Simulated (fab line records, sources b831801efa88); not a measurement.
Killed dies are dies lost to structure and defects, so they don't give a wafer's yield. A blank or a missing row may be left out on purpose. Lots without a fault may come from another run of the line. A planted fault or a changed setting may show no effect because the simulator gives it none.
Which tool did it? | flow gf180mcu | 15 lots, 45 wafers sampled, at 2 steps of a route of 602

WHAT THE GAUGES READ, wafer by wafer
GF_V5_OVL_MEAS_15.
lot  | measured     | on         | V5_OVL (nm)
L732 | day 27 03:28 | overlay-01 | 11 8 6
L734 | day 28 02:03 | overlay-01 | 7 6 8
L737 | day 29 02:33 | overlay-02 | 5 10 7
L738 | day 29 11:13 | overlay-02 | 5 4 5
L739 | day 29 14:28 | overlay-01 | -3 -2 4
L741 | day 30 05:41 | overlay-01 | 9 10 4
L744 | day 31 02:55 | overlay-02 | -1 -1 -8
L747 | day 31 17:31 | overlay-02 | 7 5 -1
L749 | day 32 04:44 | overlay-02 | 5 9 5
L751 | day 32 16:28 | overlay-01 | -1 1 -4
L750 | day 32 21:17 | overlay-02 | 7 6 4
L752 | day 33 00:31 | overlay-02 | 7 4 9
L753 | day 33 03:58 | overlay-02 | 0 8 3
L754 | day 33 04:58 | overlay-02 | 7 5 9
L755 | day 33 14:19 | overlay-01 | -5 7 -4

WHICH TOOL RAN EACH LOT (tool, then ch and the chambers of the sampled wafers, then the start)
lot  | GF_M5_METAL_ETCH_10
L732 | rie_metal-04 ch 0,1, day 26 05:16
L734 | rie_metal-04 ch 1, day 27 04:50
L737 | rie_metal-02 ch 0, day 28 05:55
L738 | rie_metal-04 ch 0,1, day 28 14:02
L739 | rie_metal-02 ch 0, day 28 18:02
L741 | rie_metal-01 ch 0, day 29 09:12
L744 | rie_metal-02 ch 0, day 30 07:02
L747 | rie_metal-02 ch 0,1, day 30 21:52
L749 | rie_metal-04 ch 0,1, day 31 09:55
L751 | rie_metal-01 ch 1, day 31 22:05
L750 | rie_metal-01 ch 0,1, day 32 04:05
L752 | rie_metal-04 ch 0,1, day 32 07:28
L753 | rie_metal-02 ch 1, day 32 09:52
L754 | rie_metal-01 ch 0,1, day 32 11:13
L755 | rie_metal-02 ch 1, day 32 21:42
- GF_M5_METAL_ETCH_10: etches the open film in Cl2/BCl3, stops on SiO2, target depth 627.5 nm, time 104.6 s.

WHAT THE TOOLS THEMSELVES READ (means of the sampled wafers that have a number; where no wafer has one, the mark that the record gives instead)
GF_M5_METAL_ETCH_10.
lot  | tool         | drypump_motor_current_A (A) | he_backside_leak_sccm (sccm) | oes_product_au (a.u.) | throttle_valve_pct (%)
L732 | rie_metal-04 | 5.7                         | 3.05                         | 0.968                 | 28.252
L734 | rie_metal-04 | 6.1                         | 3.34                         | 0.958                 | 28.260
L737 | rie_metal-02 | 5.3                         | 3.10                         | 0.961                 | 28.253
L738 | rie_metal-04 | 5.9                         | 3.06                         | 0.970                 | 28.252
L739 | rie_metal-02 | 5.3                         | 3.07                         | 0.969                 | 28.245
L741 | rie_metal-01 | 5.6                         | 3.98                         | 0.969                 | 28.259
L744 | rie_metal-02 | 5.3                         | 3.11                         | 0.973                 | 28.243
L747 | rie_metal-02 | 5.6                         | 3.24                         | 0.966                 | 28.253
L749 | rie_metal-04 | 5.7                         | 3.14                         | 0.972                 | 28.260
L751 | rie_metal-01 | 5.0                         | 3.55                         | 0.971                 | 28.253
L750 | rie_metal-01 | 5.4                         | 3.20                         | 0.964                 | 28.257
L752 | rie_metal-04 | 5.7                         | 3.01                         | 0.970                 | 28.263
L753 | rie_metal-02 | 6.1                         | 3.32                         | 0.972                 | 28.254
L754 | rie_metal-01 | 5.4                         | 3.18                         | 0.967                 | 28.256
L755 | rie_metal-02 | 6.1                         | 3.33                         | 0.974                 | 28.261

THE ANSWER, worked out from the rows above alone
Rule: what is usual is taken from the lots themselves. Put in order of their means at a reading, lots are off if they are a third of the lots or fewer, leave a main group of 4 or more, and stand apart from it by a gap of 3 or more times the standard deviation of the main group's means; of several such gaps the widest counts. A main group whose means are all the same, to the digits that the tables above print for the reading, isn't used. A lot without any number at a reading at which 4 lots or more have one is off too. The other lots that the step has rows for count as sound. The gauges are gone through in route order, then the tools' own readings, and for those a lot's mean is taken as printed above. The first step at which some lot is off is used, and at that step the reading that is off furthest; a lot without a number counts as furthest.
No lot is off at any reading shown: from this, nothing can be told.

WHAT THE SIMULATOR HAD PUT IN
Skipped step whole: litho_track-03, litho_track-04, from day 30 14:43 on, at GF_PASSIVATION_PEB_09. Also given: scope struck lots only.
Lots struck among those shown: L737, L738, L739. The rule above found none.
